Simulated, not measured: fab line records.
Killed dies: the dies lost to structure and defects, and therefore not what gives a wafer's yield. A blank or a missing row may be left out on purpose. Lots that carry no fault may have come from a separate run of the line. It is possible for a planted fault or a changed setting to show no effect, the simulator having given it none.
A single fault, viewed from 2 desks | flow gf180mcu | every desk sees just its own numbers, and what lay behind them comes last

== FROM THE METROLOGY DESK ==
What the gauges read for every lot (on any tool): the sampled wafers with a number, averaged. If a lot's mean is further than 4 standard deviations from the usual mean, the lot is out of limits and carries the mark OUT (the distance appears in the brackets).
Columns: A = STI_OXIDATION_THK at GF_STI_THK_MEAS_02, usual 9.97 nm; B = STI_CVD_23_THK at GF_STI_THK_MEAS_24, usual 652 nm; C = STI_OXIDATION_02_THK at GF_STI_THK_MEAS_30, usual 10.04 nm; D = MVSD_TW at GF_MVSD_TW_MEAS_11, usual 1579; E = MVSD_RS at GF_VT_IMPLANT_RS_MEAS_46, usual 454.6 ohm/sq
lot  | first seen here | A     | B   | C     | D               | E
L850 | day 1 17:01     | 9.97  | 657 | 9.87  | 1586            | 454.9
L851 | day 1 21:31     | 9.97  | 659 | 10.05 | 1587            | 455.1
L852 | day 2 02:31     | 9.96  | 654 | 10.11 | 1592            | 455.8
L857 | day 3 03:55     | 9.85  | 659 | 9.99  | 1513 (-5.5) OUT | 557.4 (+99 or more) OUT
L858 | day 3 08:55     | 9.85  | 655 | 10.25 | 1525 (-4.5) OUT | 554.3 (+99 or more) OUT
L864 | day 4 18:35     | 10.07 | 641 | 10.27 | 1556            | 455.0
L863 | day 4 18:37     | 10.18 | 651 | 10.08 | 1567            | 453.8
L866 | day 5 02:43     | 10.17 | 646 | 9.96  | 1566            | 454.8
L867 | day 5 08:29     | 10.01 | 656 | 9.94  | 1588            | 455.3
L868 | day 5 15:34     | 10.08 | 651 | 10.20 | 1590            | 452.5
L870 | day 5 21:25     | 9.97  | 644 | 10.20 | 1576            | 455.2
L871 | day 6 01:34     | 9.75  | 658 | 10.10 | 1579            | 455.7
L872 | day 6 06:32     | 9.91  | 657 | 10.35 | 1594            | 453.2
This desk's finding: out of limits on L857, L858; first on L857, day 6 05:35 (MVSD_TW at GF_MVSD_TW_MEAS_11). L850, L851, L852, L864, L863, L866, L867, L868, L870, L871, L872: within limits.

== THE TOOL OWNER'S DESK: implanter-01 ==
The tool's own readings at GF_MVSD_IMPLANT_09: means of the sampled wafers that have a number, for each lot that ran on this tool. If a lot's mean is further than 4 standard deviations from the usual mean, the lot is out of limits and carries the mark OUT (the distance appears in the brackets).
Columns: A = doseIonsCm2 at GF_MVSD_IMPLANT_09, usual 5e+12; B = endStationPressureTorr at GF_MVSD_IMPLANT_09, usual 5.06e-06 Torr; C = faradayCurrentUA at GF_MVSD_IMPLANT_09, usual 28.2
lot  | first seen here | A                       | B        | C
L850 | day 4 15:28     | 5e+12                   | 5.01e-06 | 27.5
L852 | day 5 01:16     | 5e+12                   | 5.22e-06 | 28.2
L857 | day 6 05:21     | 5e+11 (-99 or more) OUT | 5.03e-06 | 2.8 (-45) OUT
L858 | day 6 13:37     | 5e+11 (-99 or more) OUT | 5.23e-06 | 2.8 (-45) OUT
L872 | day 10 00:28    | 5e+12                   | 4.91e-06 | 27.9
This desk finds L857, L858 out of limits, L857 being first, at day 6 05:21 (doseIonsCm2 at GF_MVSD_IMPLANT_09). L850, L852, L872: within limits.

== BROUGHT TOGETHER ==
The tool owner's desk had the chance to raise an alarm at day 6 05:21 on L857, L858.
L857, L858 would have let the metrology desk raise an alarm at day 6 05:35.
On implanter-01, each named lot ran GF_MVSD_IMPLANT_09.

== WHAT HAD BEEN PUT IN BY THE SIMULATOR ==
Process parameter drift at GF_MVSD_IMPLANT_09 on implanter-01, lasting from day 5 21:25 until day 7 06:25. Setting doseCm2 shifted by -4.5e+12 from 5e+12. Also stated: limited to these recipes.
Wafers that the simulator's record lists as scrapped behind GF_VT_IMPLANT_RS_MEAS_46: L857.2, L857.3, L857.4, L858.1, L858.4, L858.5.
Struck lots among those shown: L857, L858.
Time in hours from fault onset to the first out-of-limits reading at each desk: tool owner's desk 8, metrology desk 8.
